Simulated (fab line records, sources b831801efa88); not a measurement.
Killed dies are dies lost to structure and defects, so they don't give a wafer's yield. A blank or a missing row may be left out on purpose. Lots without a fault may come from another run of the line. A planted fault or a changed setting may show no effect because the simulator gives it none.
fab line records | flow sky130 | part 2 of 2: steps 31 to 41 of 41
record lots=5 wafers=15 last_day=48
route steps=708 shown POLY_GATE@235 LDD_N@237 LDD_P@255 LDD_HVN@267
lots that met no fault: from a run of the same line without faults
start_h: hours from the record's first day to the start of the lot's first wafer shown | wait_h: hours since the lot's step before | " the same as in the row above | L1.1+2: a row that stands for several wafers | - no value, or no start given | * or withheld: withheld | < > ~ a bound
route shown NAME@n: a module of which the file shows steps, and the number in the route of the first | usual: mean/standard deviation of fault-free wafers | same: alike in all rows | chamber/n: place in a boat | sites: the reading at each site | _std_site: their standard deviation | _edge_site: outer sites' mean less inner sites' | radius_mm: how far each site lies from the wafer's centre | mask NAME#n: copy n | behind: the tool/chamber that last shaped the wafer | hold: why the lot was held/for how many hours/how that ended | device: the transistor (n, p or np) that didn't switch | end of line: the same wafers' tests at the end of the route | a step without rows: its recipe alone | killed: dies lost to structure and defects at the first sort, not the wafer's yield | map: a wafer's dies, x killed, . not, _ none there
set.NAME: the setting as run; set.NAME@STEP: as run at that earlier step | model.NAME: the simulator's own value behind a step, which no gauge read
lots at some steps of the route; a table a step, a row a wafer
services: from which hour (start_h, from the record's first day; less than 0 if before it) a tool's chamber was out of use, for how many hours, and why
## steps
# step SKY_LDD_P_STRIP_10
# recipe chemistry=O2/N2 power_w=1400 pressure_mtorr=1500 platen_temp_c=withheld o2_flow_sccm=3000 n2_flow_sccm=300 overash_fraction=0.5
# usual drypump_motor_current_A=5.8/0.5 oes_product_au=0.715/0.0046 strip_time_to_endpoint_s=14.18/0.047
# columns lot.wafer tool chamber start_h wait_h drypump_motor_current_A oes_product_au rf_hours_counter_h strip_time_to_endpoint_s
L075.1 plasma_asher-04 1 477.50 0.1 5.9 0.710 63 14.26
L075.5 " 0 " " 5.0 0.719 - 14.20
L075.6 " 1 " " 5.9 0.712 - 14.23
L076.2 plasma_asher-03 0 483.62 0.1 6.2 0.716 80 14.20
L076.3 " 1 " " 5.6 0.710 - 14.18
L076.5 " 1 " " 5.6 0.711 - 14.19
L078.1 plasma_asher-02 1 496.32 0.1 5.7 0.711 38 14.18
L078.3 " 1 " " 5.7 0.711 - 14.18
L078.4 " 0 " " 6.6 0.713 - 14.20
L084.2 plasma_asher-02 1 534.15 0.1 5.7 0.716 42 14.20
L084.4 " 0 " " 6.7 0.711 - 14.20
L084.6 " 0 " " 6.7 0.707 - 14.19
L086.1 plasma_asher-03 0 546.01 0.1 6.2 0.712 86 14.23
L086.2 " 1 " " 5.6 0.719 86 14.24
L086.6 " 1 " " 5.6 0.713 - 14.24
# step SKY_LDD_P_TW_MEAS_11
# usual LDD_P_TW=626/6.9
# columns lot.wafer tool chamber start_h wait_h LDD_P_TW
L075.1 film_metro-03 - 477.60 0.1 631
L075.5 " - " " 628
L075.6 " - " " 628
L076.2 film_metro-01 - 483.73 0.1 642
L076.3 " - " " 637
L076.5 " - " " 641
L078.1 film_metro-03 - 496.42 0.1 628
L078.3 " - " " 627
L078.4 " - " " 623
L084.2 film_metro-03 - 534.26 0.1 627
L084.4 " - " " 631
L084.6 " - " " 624
L086.1 film_metro-01 - 546.11 0.1 640
L086.2 " - " " 641
L086.6 " - " " 635
# step SKY_LDD_HVN_DEHYDRATE_00
# recipe temp_c=200 time_s=60
# usual exhaust_pa=45.2/0.91 heater_power_total_W=160.36/0.13
# columns lot.wafer tool chamber start_h wait_h exhaust_pa heater_power_total_W
L075.1 litho_track-01 0 492.62 15.0 45.0 160.15
L075.5 " 0 " " 45.0 160.15
L075.6 " 0 " " 46.0 160.27
L076.2 litho_track-03 0 498.02 14.3 45.8 160.44
L076.3 " 0 " " 46.3 160.24
L076.5 " 0 " " 45.7 160.51
L078.1 litho_track-01 0 511.22 14.8 44.5 160.39
L078.3 " 0 " " 44.0 160.32
L078.4 " 0 " " 45.7 160.33
L084.2 litho_track-01 0 547.99 13.7 46.4 160.22
L084.4 " 0 " " 46.2 160.57
L084.6 " 0 " " 46.8 160.17
L086.1 litho_track-04 0 559.91 13.8 46.5 160.19
L086.2 " 0 " " 45.4 160.31
L086.6 " 0 " " 44.7 160.24
# step SKY_LDD_HVN_HMDS_01
# recipe prime_time_s=60 prime_temp_c=120
# usual exhaust_pa=45.2/0.8
# same prime_time_s=60
# columns lot.wafer tool chamber start_h wait_h exhaust_pa
L075.1 litho_track-01 0 492.77 0.1 45.9
L075.5 " 0 " " 44.7
L075.6 " 0 " " 45.1
L076.2 litho_track-03 0 498.17 0.1 45.3
L076.3 " 0 " " 45.5
L076.5 " 0 " " 45.1
L078.1 litho_track-01 0 511.37 0.1 46.3
L078.3 " 0 " " 45.8
L078.4 " 0 " " 45.3
L084.2 litho_track-01 0 548.14 0.1 45.1
L084.4 " 0 " " 44.4
L084.6 " 0 " " 45.3
L086.1 litho_track-04 0 560.06 0.1 46.3
L086.2 " 0 " " 45.1
L086.6 " 0 " " 45.0
# step SKY_LDD_HVN_COAT_02
# recipe resist=NOVOLAK spin_rpm=3000 resist_thk_nm=300
# usual exhaust_pa=45.1/0.95
# columns lot.wafer tool chamber start_h wait_h exhaust_pa
L075.1 litho_track-01 0 492.92 0.1 45.9
L075.5 " 0 " " 44.3
L075.6 " 0 " " 45.1
L076.2 litho_track-03 0 498.32 0.1 44.3
L076.3 " 0 " " 44.1
L076.5 " 0 " " 45.5
L078.1 litho_track-01 0 511.52 0.1 43.0
L078.3 " 0 " " 45.1
L078.4 " 0 " " 44.6
L084.2 litho_track-01 0 548.29 0.1 44.6
L084.4 " 0 " " 45.2
L084.6 " 0 " " 45.0
L086.1 litho_track-04 0 560.21 0.1 44.6
L086.2 " 0 " " 44.5
L086.6 " 0 " " 43.9
# step SKY_LDD_HVN_SOFTBAKE_03
# recipe temp_c=90 time_s=60 resist=NOVOLAK
# usual exhaust_pa=44.9/0.93 heater_power_total_W=56.60/0.04
# columns lot.wafer tool chamber start_h wait_h exhaust_pa heater_power_total_W
L075.1 litho_track-01 0 493.07 0.1 44.9 56.67
L075.5 " 0 " " 45.5 56.60
L075.6 " 0 " " 45.7 56.56
L076.2 litho_track-03 0 498.47 0.1 44.4 56.55
L076.3 " 0 " " 44.7 56.58
L076.5 " 0 " " 44.7 56.61
L078.1 litho_track-01 0 511.67 0.1 44.0 56.56
L078.3 " 0 " " 44.3 56.53
L078.4 " 0 " " 45.2 56.61
L084.2 litho_track-01 0 548.44 0.1 44.0 56.58
L084.4 " 0 " " 46.4 56.56
L084.6 " 0 " " 45.8 56.61
L086.1 litho_track-04 0 560.36 0.1 45.5 56.52
L086.2 " 0 " " 45.6 56.66
L086.6 " 0 " " 45.0 56.53
# step SKY_LDD_HVN_EXPOSE_04
# recipe mask_id=HVNTM na=0.6 source_shape=conventional sigma_outer=0.6 polarization=unpolarized target_cd_nm=700 dose_mj=127
# columns lot.wafer tool chamber start_h wait_h mask
L075.1+5+6 iline_stepper-02 0 - - HVNTM#0
L076.2+3+5 iline_stepper-02 0 - - HVNTM#0
L078.1+3+4 iline_stepper-02 0 - - HVNTM#0
L084.2+4+6 iline_stepper-01 0 - - HVNTM#0
L086.1+2+6 iline_stepper-01 0 - - HVNTM#0
# step SKY_LDD_HVN_PEB_05
# recipe temp_c=withheld time_s=* resist=NOVOLAK
# usual exhaust_pa=45.0/0.92
# columns lot.wafer tool chamber start_h wait_h exhaust_pa
L075.1 litho_track-01 0 - - 46.4
L075.5 " 0 " " 45.5
L075.6 " 0 " " 46.5
L076.2 litho_track-04 0 - - 45.1
L076.3 " 0 " " 46.2
L076.5 " 0 " " 46.1
L078.1 litho_track-04 0 - - 46.7
L078.3 " 0 " " 45.5
L078.4 " 0 " " 45.5
L084.2 litho_track-01 0 - - 45.2
L084.4 " 0 " " 45.2
L084.6 " 0 " " 44.8
L086.1 litho_track-03 0 - - 46.4
L086.2 " 0 " " 45.4
L086.6 " 0 " " 45.4
# step SKY_LDD_HVN_DEVELOP_06
# recipe resist=NOVOLAK developer=TMAH develop_time_s=60 dev_temp_c=23
# usual exhaust_pa=44.9/0.86
# columns lot.wafer tool chamber start_h wait_h exhaust_pa
L075.1 litho_track-01 0 507.77 0.1 43.0
L075.5 " 0 " " 44.2
L075.6 " 0 " " 45.2
L076.2 litho_track-04 0 513.09 0.1 44.2
L076.3 " 0 " " 43.7
L076.5 " 0 " " 43.8
L078.1 litho_track-04 0 526.56 0.1 44.5
L078.3 " 0 " " 44.6
L078.4 " 0 " " 44.1
L084.2 litho_track-01 0 563.39 0.1 46.2
L084.4 " 0 " " 44.6
L084.6 " 0 " " 46.0
L086.1 litho_track-03 0 575.34 0.1 45.5
L086.2 " 0 " " 44.8
L086.6 " 0 " " 44.6
# step SKY_LDD_HVN_OVL_MEAS_07
# usual LDD_HVN_OVL=-0.7/1.5
# columns lot.wafer tool chamber start_h wait_h LDD_HVN_OVL[nm]
L075.1 overlay-02 - 507.92 0.1 -0.6
L075.5 " - " " -2.9
L075.6 " - " " -1.5
L076.2 overlay-02 - 513.22 0.1 -2.7
L076.3 " - " " -1.1
L076.5 " - " " -2.2
L078.1 overlay-02 - 526.71 0.1 -2.5
L078.3 " - " " -1.3
L078.4 " - " " -1.9
L084.2 overlay-01 - 563.52 0.1 -0.9
L084.4 " - " " -1.6
L084.6 " - " " -2.8
L086.1 overlay-01 - 575.49 0.1 0.4
L086.2 " - " " 0.0
L086.6 " - " " -0.3
# step SKY_LDD_HVN_IMPLANT_08
# recipe species=P energy_kev=60 dose_cm2=3e+13 tilt_deg=40
# columns lot.wafer tool chamber start_h wait_h
L075.1+5+6 implanter-02 0 507.95 0.0
L076.2+3+5 implanter-01 0 513.27 0.0
L078.1+3+4 implanter-02 0 526.75 0.0
L084.2+4+6 implanter-04 0 563.58 0.0
L086.1+2+6 implanter-01 0 575.53 0.0
## services
# columns tool chamber start_h hours kind
iline_stepper-02 - 403.74 13.1 repair
iline_stepper-02 - 416.84 8.9 pm
plasma_asher-01 - 421.25 9.0 pm
plasma_asher-01 0 421.25 9.0 vent_cycle
plasma_asher-01 1 421.25 9.0 vent_cycle
iline_stepper-02 - 425.63 3.5 repair
plasma_asher-01 0 430.25 - clean
plasma_asher-01 1 430.25 - clean
plasma_asher-03 - 430.74 1.3 repair
implanter-04 - 440.32 5.4 repair
implanter-02 - 447.54 4.3 repair
implanter-01 - 475.20 4.2 repair
iline_stepper-01 - 476.79 1.7 pm
implanter-04 - 478.18 2.6 repair
implanter-02 - 483.23 3.7 repair
implanter-01 - 484.25 4.0 pm
implanter-01 - 494.40 14.4 repair
iline_stepper-02 - 534.46 2.8 repair
plasma_asher-04 - 543.18 0.8 repair
plasma_asher-03 - 547.99 54.4 pm
implanter-01 - 551.37 2.2 repair
implanter-04 - 555.36 6.8 pm
